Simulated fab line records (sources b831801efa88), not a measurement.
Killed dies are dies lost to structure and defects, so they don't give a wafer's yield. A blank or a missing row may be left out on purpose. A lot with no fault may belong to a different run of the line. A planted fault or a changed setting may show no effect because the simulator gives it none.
fab line records -- flow sky130
record: lots: 6, wafers: 18, lastDay: 50
route steps=708 shown GATE_OXIDE@191 POLY_GATE@204 PAD_OPEN@708
lots that met no fault: taken from a fault-free run of the same line
startH: hours from the record's opening day to when the first of the lot's shown wafers began -- waitH: hours elapsed since this lot's preceding step -- " repeats the value in the row above -- L1.1+2: several wafers, shown together as one row -- - no value, or no start was given -- * or withheld: withheld -- < > ~ a bound
route shown NAME@n: NAME is a module with steps in the file, n the number in the route of the first one -- usual: average and standard deviation across the fault-free wafers -- same: alike in all rows -- chamber/n: place in a boat -- sites: per-site readings -- _std_site: standard deviation across them -- _edge_site: inner sites' mean taken away from outer sites' mean -- radiusMm: how far each site lies from the wafer's centre -- mask NAME#n: copy n -- behind: tool/chamber where the wafer was last shaped -- hold: the reason the lot was held/the length of the hold in hours/how it ended -- device: the transistor (n, p or np) that didn't switch -- end of line: the tests these same wafers got at the end of their route -- a step without rows: its recipe alone -- killed: count of dies lost to structure and defects at first sort (not the wafer's yield) -- map: a wafer's dies, marking killed ones x, the rest . and places with no die _
set.NAME: setting as actually run; set.NAME@STEP: the setting as run at that earlier step -- model.NAME: the simulator's own value behind a step, which no gauge read
lots seen at some steps along the route; tables by step, rows by wafer
services: the hour from which a tool's chamber was out of use, counted from the record's first day as startH (under 0 if before that day), plus the number of hours and why
== steps ==
step: SKY_GATE_OXIDE_HMDS_04
recipe: primeTimeS: 60, primeTempC: 120
step: SKY_GATE_OXIDE_COAT_05
recipe: resist: NOVOLAK, spinRpm: 3000, resistThkNm: 1140
step: SKY_GATE_OXIDE_SOFTBAKE_06
recipe: tempC: 90, timeS: 60, resist: NOVOLAK
step: SKY_GATE_OXIDE_EXPOSE_07
recipe: maskId: LVOM, na: 0.6, sourceShape: conventional, sigmaOuter: 0.6, polarization: unpolarized, targetCdNm: 600, doseMj: 170
step: SKY_GATE_OXIDE_PEB_08
recipe: tempC: withheld, timeS: *, resist: NOVOLAK
step: SKY_GATE_OXIDE_DEVELOP_09
recipe: resist: NOVOLAK, developer: TMAH, developTimeS: 60, devTempC: 23
step: SKY_GATE_OXIDE_OVL_MEAS_10
usual: GATE_OXIDE_OVL: 0.1/1.3
lot.wafer,tool,chamber,startH,waitH,GATE_OXIDE_OVL[nm]
L255.2,overlay-01,-,320.05,0.1,1.2
L255.3,overlay-01,-,320.05,0.1,-0.6
L255.6,overlay-01,-,320.05,0.1,1.4
L263.3,overlay-01,-,382.81,0.1,0.7
L263.5,overlay-01,-,382.81,0.1,2.4
L263.6,overlay-01,-,382.81,0.1,0.9
L269.1,overlay-02,-,439.80,0.1,-1.3
L269.2,overlay-02,-,439.80,0.1,0.6
L269.3,overlay-02,-,439.80,0.1,-2.1
L270.2,overlay-01,-,445.75,0.1,1.7
L270.4,overlay-01,-,445.75,0.1,-0.4
L270.5,overlay-01,-,445.75,0.1,1.5
L273.1,overlay-02,-,473.45,0.1,-0.3
L273.2,overlay-02,-,473.45,0.1,3.2
L273.6,overlay-02,-,473.45,0.1,0.4
L277.1,overlay-02,-,504.05,0.1,-2.6
L277.3,overlay-02,-,504.05,0.1,0.8
L277.5,overlay-02,-,504.05,0.1,-1.9
step: SKY_GATE_OXIDE_IMPLANT_11
recipe: species: B, energyKev: 10, doseCm2: 2.6e+12, tiltDeg: withheld
step: SKY_GATE_OXIDE_WET_ETCH_12
recipe: chemistry: dHF, targetDepthNm: 16.8, dry: n2Spin, target: SiO2, dilution: 100:1, tempC: 25, timeS: 336
step: SKY_GATE_OXIDE_STRIP_13
recipe: chemistry: O2/N2, powerW: 1400, pressureMtorr: 1500, platenTempC: withheld, o2FlowSccm: 3000, n2FlowSccm: 300, overashFraction: 0.5
usual: chamberPressureMTorr: 1500.1/1.3, drypumpMotorCurrentA: 5.7/0.34, oesProductAu: 0.715/0.0044, stripTimeToEndpointS: 14.18/0.038
lot.wafer,tool,chamber,startH,waitH,chamberPressureMTorr,drypumpMotorCurrentA,oesProductAu,rfHoursCounterH,stripTimeToEndpointS
L255.2,plasmaAsher-04,0,320.34,0.0,1499.9,5.7,0.720,65,14.16
L255.3,plasmaAsher-04,0,320.34,0.0,1501.6,5.7,0.709,-,14.21
L255.6,plasmaAsher-04,1,320.34,0.0,1500.9,5.0,0.719,-,14.22
L263.3,plasmaAsher-03,0,383.12,0.0,1497.4,6.0,0.718,-,14.14
L263.5,plasmaAsher-03,0,383.12,0.0,1499.9,6.0,0.714,-,14.12
L263.6,plasmaAsher-03,1,383.12,0.0,1503.7,5.9,0.719,-,14.18
L269.1,plasmaAsher-03,1,440.10,0.0,1500.5,5.9,0.715,76,14.18
L269.2,plasmaAsher-03,0,440.10,0.0,1497.4,6.0,0.713,76,14.18
L269.3,plasmaAsher-03,1,440.10,0.0,1501.5,5.9,0.713,-,14.19
L270.2,plasmaAsher-02,1,446.05,0.0,1501.1,5.7,0.709,58,14.22
L270.4,plasmaAsher-02,0,446.05,0.0,1499.9,6.0,0.723,-,14.21
L270.5,plasmaAsher-02,1,446.05,0.0,1501.4,5.7,0.728,-,14.17
L273.1,plasmaAsher-02,0,473.74,0.0,1501.0,6.1,0.712,60,14.14
L273.2,plasmaAsher-02,1,473.74,0.0,1498.5,5.7,0.719,60,14.16
L273.6,plasmaAsher-02,0,473.74,0.0,1500.8,6.1,0.706,-,14.15
L277.1,plasmaAsher-04,1,504.33,0.0,1499.5,5.0,0.717,8,14.19
L277.3,plasmaAsher-04,1,504.33,0.0,1501.9,5.0,0.715,-,14.22
L277.5,plasmaAsher-04,0,504.33,0.0,1500.8,5.7,0.716,-,14.20
step: SKY_GATE_OXIDE_TW_MEAS_14
usual: GATE_OXIDE_TW: 223.4/2.3
lot.wafer,tool,chamber,startH,waitH,GATE_OXIDE_TW
L255.2,filmMetro-04,-,320.45,0.1,224.8
L255.3,filmMetro-04,-,320.45,0.1,223.7
L255.6,filmMetro-04,-,320.45,0.1,223.6
L263.3,filmMetro-03,-,383.20,0.1,224.9
L263.5,filmMetro-03,-,383.20,0.1,224.7
L263.6,filmMetro-03,-,383.20,0.1,224.2
L269.1,filmMetro-02,-,440.20,0.1,220.4
L269.2,filmMetro-02,-,440.20,0.1,221.4
L269.3,filmMetro-02,-,440.20,0.1,219.4
L270.2,filmMetro-02,-,446.16,0.1,218.4
L270.4,filmMetro-02,-,446.16,0.1,220.7
L270.5,filmMetro-02,-,446.16,0.1,220.2
L273.1,filmMetro-03,-,473.84,0.1,224.7
L273.2,filmMetro-03,-,473.84,0.1,222.0
L273.6,filmMetro-03,-,473.84,0.1,224.3
L277.1,filmMetro-03,-,504.43,0.1,225.6
L277.3,filmMetro-03,-,504.43,0.1,226.9
L277.5,filmMetro-03,-,504.43,0.1,225.4
step: SKY_GATE_OXIDE_CLEAN_15
recipe: chemistry: SC1/SC2, mix: 1:4:20, tempC: 70, timeS: 150, dry: n2Spin
step: SKY_GATE_OXIDE_OXIDATION_16
recipe: tempC: 800, ambient: O2, idleTempC: 700, rampUpCPerMin: 10, rampDownCPerMin: 3, stabiliseS: 600, purgeS: 300, targetThkA: 35.7, oxTimeS: 1915
usual: rampDownCPerMin: 3.0001/0.00057, spikeTcBottomC: 816.7/2, spikeTcCentreC: 799.8/0.98, spikeTcLowerC: 800.8/0.99, zonePowerBottomPct: 23.11/0.27, zonePowerLowerPct: 14.5/1.2
same: stabiliseS: 600
lot.wafer,tool,chamber,startH,waitH,rampDownCPerMin,spikeTcBottomC,spikeTcCentreC,spikeTcLowerC,zonePowerBottomPct,zonePowerLowerPct,model.SiO2_of_GATE_OXIDE_OXIDATION_01.thkNm
L255.2,furnace-02,0,320.79,0.2,3.0001,814.4,799.8,800.8,23.05,15.9,11.44
L255.3,furnace-02,0,320.79,0.2,3.0003,814.1,799.8,800.4,22.85,15.7,11.4
L255.6,furnace-02,0,320.79,0.2,3.0001,815.1,799.5,800.5,23.48,16.1,11.32
L263.3,furnace-01,0,384.95,1.7,2.9998,818.3,800.4,802.0,22.76,13.3,11.62
L263.5,furnace-01,0,384.95,1.7,2.9990,819.5,800.7,800.8,23.44,13.5,11.63
L263.6,furnace-01,0,384.95,1.7,2.9994,818.6,800.4,799.9,23.04,13.4,11.56
L269.1,furnace-01,0,440.31,0.0,3.0000,825.0,804.1,766.5,27.44,3.2,11.51
L269.2,furnace-01,0,440.31,0.0,2.9997,823.8,805.6,766.1,27.38,3.1,11.59
L269.3,furnace-01,0,440.31,0.0,3.0000,820.9,805.5,767.0,27.00,3.3,11.8
L270.2,furnace-01,0,446.26,0.0,2.9989,825.1,802.1,765.0,27.41,3.2,11.49
L270.4,furnace-01,0,446.26,0.0,3.0007,824.4,805.2,765.9,27.63,3.2,11.61
L270.5,furnace-01,0,446.26,0.0,2.9997,822.2,804.5,766.6,27.41,3.2,11.58
L273.1,furnace-02,0,474.09,0.1,2.9996,816.0,798.5,801.9,23.13,15.9,11.76
L273.2,furnace-02,0,474.09,0.1,3.0006,814.6,800.0,799.9,23.21,16.2,11.72
L273.6,furnace-02,0,474.09,0.1,2.9997,813.5,799.7,801.2,23.39,15.8,11.7
L277.1,furnace-02,0,504.59,0.0,3.0002,813.7,799.1,799.9,23.34,16.0,11.95
L277.3,furnace-02,0,504.59,0.0,2.9986,813.9,800.5,802.3,23.49,15.8,11.71
L277.5,furnace-02,0,504.59,0.0,3.0000,814.7,798.2,801.0,23.16,16.2,11.89
step: SKY_POLY_GATE_CVD_00
recipe: material: poly-Si, targetThkNm: 180, tempC: 620, timeS: 720, pressureMtorr: 200
step: SKY_PAD_OPEN_PROBE_99
usual: killed_at_M0_to_M3: 41/6.2, killed_at_M4_up: 3.0/1.7, killedAtContacts: 25/5.8, killedAtFrontEnd: 16/4.5, killedAtOther: 0.2/0.42, killedDies: 85/8.4, killedOpen: 46/5.9, killedShort: 39/6.3
same: grossDies: 492, killedAtBackSide: 0
lot.wafer,tool,chamber,startH,waitH,killed_at_M0_to_M3,killed_at_M4_up,killedAtContacts,killedAtFrontEnd,killedAtOther,killedDies,killedOpen,killedShort,model.etest.tipSonos.rsOhmSq,model.etest.nfet_01v8.rOnOhmUm,model.etest.nfet_01v8_lvt.driveUaUm,model.etest.nfet_01v8_turned.driveUaUm,model.etest.nfet_01v8_swapped.driveUaUm,model.etest.nfet_01v8.driveUaUm,model.etest.sramNfetPass.driveUaUm,model.etest.nfetG5v0d10v5.driveUaUm
L255.2,prober-01,-,1088.71,0.1,43,2,36,12,0,93,47,46,2598,813.5,581.4,509.2,506.9,507.9,495.8,616.5
L255.3,prober-01,-,1088.76,0.2,45,2,26,15,0,88,46,42,2570,822.5,576.4,505.6,498.1,501.5,502.8,620
L255.6,prober-01,-,1088.91,0.2,36,5,32,10,0,83,48,34,2541,823.6,572.4,498.2,499.6,496.5,485.2,626
L263.3,prober-01,-,1131.75,0.2,42,3,22,19,1,87,41,46,2709,824.3,575.8,508.2,509.9,506.8,499.5,616
L263.5,prober-01,-,1131.85,0.2,44,4,13,10,0,71,38,32,2700,836.2,571,502.4,506.1,497,493.3,609.9
L263.6,prober-01,-,1131.90,0.2,45,2,39,11,0,97,51,45,2702,827.1,576,512.1,510.8,512.7,486.7,616.9
L269.1,prober-01,-,1165.92,0.1,44,5,24,10,0,83,49,34,2602,801.3,605.9,528.6,530.1,532.1,503.9,610.4
L269.2,prober-01,-,1165.97,0.1,36,4,22,16,0,78,42,36,2627,790.4,611.8,537.6,540.2,534.4,509.7,616.3
L269.3,prober-01,-,1166.02,0.2,52,1,24,15,0,92,46,46,2691,828.1,572.3,501.7,504,502.2,508.1,600.8
L270.2,prober-02,-,1172.11,0.1,37,4,31,10,0,82,51,31,2675,798.7,611.8,536.6,536.5,537,533.5,621.3
L270.4,prober-02,-,1172.21,0.2,42,2,18,14,0,76,39,37,2695,801.8,607,531.2,529.6,529.4,521.8,614.3
L270.5,prober-02,-,1172.26,0.2,42,5,22,16,0,85,49,35,2688,817.2,597.1,524.9,528.5,522.1,518.9,615.3
L273.1,prober-02,-,1187.32,0.1,44,4,34,14,0,96,51,45,2680,837.9,577.5,509.1,506.9,506.5,502.6,604.8
L273.2,prober-02,-,1187.37,0.1,40,3,26,18,0,87,52,35,2648,835.2,581.5,510.1,513.4,512,489.5,596.3
L273.6,prober-02,-,1187.57,0.2,46,1,26,14,0,87,46,41,2678,854.7,561.9,495.2,497.5,499.3,474.1,601.3
L277.1,prober-01,-,1202.81,0.1,35,0,30,8,0,73,44,29,2765,833.2,578.2,509.2,512.7,512.2,503.3,596.3
L277.3,prober-01,-,1202.91,0.2,44,1,34,18,0,97,48,48,2675,825.5,583.8,514.2,511.3,511.2,501.9,611.1
L277.5,prober-01,-,1203.01,0.2,55,1,22,13,0,91,43,48,2757,804.2,602.4,526.1,527.1,527.8,538.3,598.5
killed by level:class
L255.2 CONTACT:geometricParticle:open=14 VIA1:geometricParticle:open=13 CONTACT:geometricParticle:short=8 LOCAL_INTERCONNECT:geometricParticle:short=7 METAL2:geometricParticle:short=7 LI_CONTACT:geometricParticle:open=5 VIA1:geometricParticle:short=5 VIA2:geometricParticle:open=5
L255.3 CONTACT:geometricParticle:open=15 VIA1:geometricParticle:open=12 METAL1:geometricParticle:short=7 FIELD_ISO:geometricParticle:open=6 LOCAL_INTERCONNECT:geometricParticle:short=6 METAL3:geometricParticle:short=6 VIA1:geometricParticle:short=4 METAL2:geometricParticle:short=4
L255.6 LI_CONTACT:geometricParticle:open=12 VIA1:geometricParticle:open=11 LOCAL_INTERCONNECT:geometricParticle:short=7 CONTACT:geometricParticle:short=7 CONTACT:geometricParticle:open=6 VIA2:geometricParticle:open=6 VIA3:geometricParticle:open=5 POLY_GATE:geometricParticle:short=4
L263.3 VIA1:geometricParticle:open=12 CONTACT:geometricParticle:open=7 VIA2:geometricParticle:open=6 FIELD_ISO:geometricParticle:open=5 POLY_GATE:geometricParticle:short=5 LOCAL_INTERCONNECT:geometricParticle:short=5 METAL2:geometricParticle:short=5 VIA1:geometricParticle:short=5
L263.5 VIA1:geometricParticle:open=17 METAL2:geometricParticle:short=7 CONTACT:geometricParticle:short=6 POLY_GATE:geometricParticle:open=4 CONTACT:geometricParticle:open=4 VIA1:geometricParticle:short=4 FIELD_ISO:geometricParticle:short=3 VIA2:geometricParticle:open=3
L263.6 CONTACT:geometricParticle:open=15 LI_CONTACT:geometricParticle:open=12 VIA1:geometricParticle:open=10 VIA1:geometricParticle:short=6 CONTACT:geometricParticle:short=6 METAL1:geometricParticle:short=5 VIA2:geometricParticle:short=5 POLY_GATE:geometricParticle:open=4
L269.1 VIA1:geometricParticle:open=13 CONTACT:geometricParticle:open=8 CONTACT:geometricParticle:short=7 FIELD_ISO:geometricParticle:open=6 METAL3:geometricParticle:short=6 LI_CONTACT:geometricParticle:open=5 METAL1:geometricParticle:open=4 VIA2:geometricParticle:open=4
L269.2 VIA1:geometricParticle:open=10 METAL1:geometricParticle:short=9 LI_CONTACT:geometricParticle:open=8 VIA3:geometricParticle:open=6 FIELD_ISO:geometricParticle:open=5 CONTACT:geometricParticle:open=5 FIELD_ISO:geometricParticle:short=4 LI_CONTACT:geometricParticle:short=4
L269.3 VIA1:geometricParticle:open=14 CONTACT:geometricParticle:open=12 METAL1:geometricParticle:short=9 METAL2:geometricParticle:short=6 VIA2:geometricParticle:short=6 POLY_GATE:geometricParticle:short=5 CONTACT:geometricParticle:short=5 VIA1:geometricParticle:short=5
L270.2 CONTACT:geometricParticle:open=13 VIA1:geometricParticle:open=10 LI_CONTACT:geometricParticle:open=7 VIA2:geometricParticle:open=5 VIA1:geometricParticle:short=5 VIA3:geometricParticle:open=5 LOCAL_INTERCONNECT:geometricParticle:short=4 CONTACT:geometricParticle:short=4
L270.4 VIA2:geometricParticle:open=10 CONTACT:geometricParticle:open=7 CONTACT:geometricParticle:short=5 VIA1:geometricParticle:short=5 VIA3:geometricParticle:short=5 VIA3:geometricParticle:open=5 POLY_GATE:geometricParticle:short=4 VIA1:geometricParticle:open=4
L270.5 VIA1:geometricParticle:open=11 CONTACT:geometricParticle:open=7 METAL2:geometricParticle:short=7 LI_CONTACT:geometricParticle:open=6 FIELD_ISO:geometricParticle:open=5 VIA2:geometricParticle:open=5 POLY_GATE:geometricParticle:open=4 CONTACT:geometricParticle:short=4
L273.1 CONTACT:geometricParticle:open=17 VIA1:geometricParticle:open=15 CONTACT:geometricParticle:short=10 METAL1:geometricParticle:short=6 LI_CONTACT:geometricParticle:open=5 FIELD_ISO:geometricParticle:short=4 METAL2:geometricParticle:short=4 VIA2:geometricParticle:short=3
L273.2 CONTACT:geometricParticle:open=16 VIA1:geometricParticle:open=12 POLY_GATE:geometricParticle:short=8 VIA3:geometricParticle:open=5 FIELD_ISO:geometricParticle:short=4 LI_CONTACT:geometricParticle:open=4 VIA2:geometricParticle:short=4 VIA2:geometricParticle:open=4
L273.6 CONTACT:geometricParticle:open=11 VIA1:geometricParticle:open=11 VIA3:geometricParticle:open=8 CONTACT:geometricParticle:short=7 VIA1:geometricParticle:short=7 FIELD_ISO:geometricParticle:open=5 LI_CONTACT:geometricParticle:open=5 VIA3:geometricParticle:short=5
L277.1 LI_CONTACT:geometricParticle:open=10 VIA1:geometricParticle:open=8 CONTACT:geometricParticle:open=7 VIA3:geometricParticle:open=7 CONTACT:geometricParticle:short=6 VIA2:geometricParticle:open=6 FIELD_ISO:geometricParticle:short=5 METAL1:geometricParticle:short=5
L277.3 CONTACT:geometricParticle:open=13 VIA1:geometricParticle:open=10 LOCAL_INTERCONNECT:geometricParticle:short=10 METAL1:geometricParticle:short=8 LI_CONTACT:geometricParticle:open=7 METAL2:geometricParticle:short=7 FIELD_ISO:geometricParticle:open=6 VIA1:geometricParticle:short=4
L277.5 VIA1:geometricParticle:open=14 LI_CONTACT:geometricParticle:short=7 VIA3:geometricParticle:open=7 METAL1:geometricParticle:short=7 METAL2:geometricParticle:short=7 VIA2:geometricParticle:open=7 POLY_GATE:geometricParticle:short=6 LOCAL_INTERCONNECT:geometricParticle:short=6
== services ==
tool,chamber,startH,hours,kind
furnace-01,-,329.06,11.4,pm
plasmaAsher-04,-,376.93,2.8,pm
plasmaAsher-02,-,379.23,2.2,repair
furnace-02,-,400.63,3.4,pm
furnace-01,-,415.41,2.9,pm
plasmaAsher-02,-,418.67,15.6,pm
plasmaAsher-04,-,421.25,9.0,pm
plasmaAsher-04,0,421.25,9.0,ventCycle
plasmaAsher-04,1,421.25,9.0,ventCycle
plasmaAsher-04,0,430.25,-,clean
plasmaAsher-04,1,430.25,-,clean
plasmaAsher-03,-,463.42,3.6,repair
plasmaAsher-03,-,485.36,4.7,repair
plasmaAsher-03,-,500.66,2.8,pm
== key ==
firstSign: step: SKY_GATE_OXIDE_OXIDATION_16, reading: spikeTcLowerC, direction: down, sigmas: 35, usual: 800.8, struck: 766.2
effect: step: SKY_GATE_OXIDE_OXIDATION_16, reading: zonePowerBottomPct, direction: up, sigmas: 16, usual: 23.11, struck: 27.38
modelEffect: step: SKY_GATE_OXIDE_OXIDATION_16, value: SiO2_of_GATE_OXIDE_OXIDATION_01.thkNm, without: 11.9, struck: 11.6
modelEffect: step: SKY_PAD_OPEN_PROBE_99, value: etest.tipSonos.rsOhmSq, without: 2739, struck: 2663
metAt SKY_GATE_OXIDE_OXIDATION_16
struckWafers L269.1,L269.2,L269.3,L270.2,L270.4,L270.5
testerLeftOut L269,L270
onsetBetween 384.95 440.31
fault: kind: processParameterDrift, tool: furnace-01, chamber: -, onsetH: 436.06, steps: SKY_GATE_OXIDE_OXIDATION_16, channel: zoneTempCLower, offset: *, shape: step, endH: 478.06
testerLeftOut: of these lots the tester's yield and bins aren't shown, on N5 and GAA mostly nor the transistor test; their killed dies are dies lost to structure and defects alone, not to doping, threshold or leakage, so they don't give the yield
